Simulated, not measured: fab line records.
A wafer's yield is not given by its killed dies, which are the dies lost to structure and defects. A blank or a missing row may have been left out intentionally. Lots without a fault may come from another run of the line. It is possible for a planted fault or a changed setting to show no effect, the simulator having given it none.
Matching of chambers | flow sky130 | SKY_VIA1_CMP_24 on cmp-01 has 4 sister chambers
The step polishes, stops on SiO2, t overpolish 15 s, target thk 0 nm. 8 wafers are shown with their chamber, then 8 later ones without.

== WAFERS WITH THEIR CHAMBER ==
wafer  | chamber | motor-current-A (A) | overpolish-run-s (s)
L352.1 | 1       | 9.2                 | 14.993
L351.1 | 1       | 9.1                 | 15.004
L351.4 | 3       | 8.6                 | 14.995
L351.6 | 2       | 9.9                 | 15.007
L360.4 | 2       | 9.5                 | 14.998
L360.5 | 3       | 9.1                 | 14.987
L360.6 | 0       | 11.7                | 14.996
L366.1 | 0       | 11.1                | 14.985

== WAFERS WITHOUT THEIR CHAMBER ==
wafer  | motor-current-A (A) | overpolish-run-s (s)
L366.5 | 11.1                | 14.983
L366.6 | 9.8                 | 14.997
L369.1 | 9.3                 | 15.002
L369.3 | 8.6                 | 15.015
L369.4 | 11.4                | 15.003
L370.1 | 8.9                 | 14.986
L370.5 | 11.3                | 14.986
L370.6 | 8.5                 | 14.996

== CHAMBER TAKEN BY EACH ==
wafer  | from the rows above          | in truth
L366.5 | 0                            | 0
L366.6 | can't be placed: 2 or 1      | 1
L369.1 | can't be placed: 1 or 2 or 3 | 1
L369.3 | can't be placed: 1 or 3 or 2 | 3
L369.4 | 0                            | 0
L370.1 | can't be placed: 3 or 1      | 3
L370.5 | 0                            | 0
L370.6 | can't be placed: 3 or 1      | 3
Correct placement for 3 of the 8. From these rows, 5 cannot be placed; in 5 the true chamber is one of the candidates. 0 placed wrongly.
How it was worked out, from the rows above alone: a wafer's distance from a chamber is the root of the sum, over the readings, of the square of ((its reading less the chamber's mean) divided by the reading's scatter). The wafer belongs to the nearest chamber; if the next one is less than 2 further off, it can't be placed. A chamber's mean is the mean of its shown wafers. The scatter: take each reading less its chamber's mean, square it, sum over the shown wafers, divide by the number of wafers less the number of chambers, and take the root.
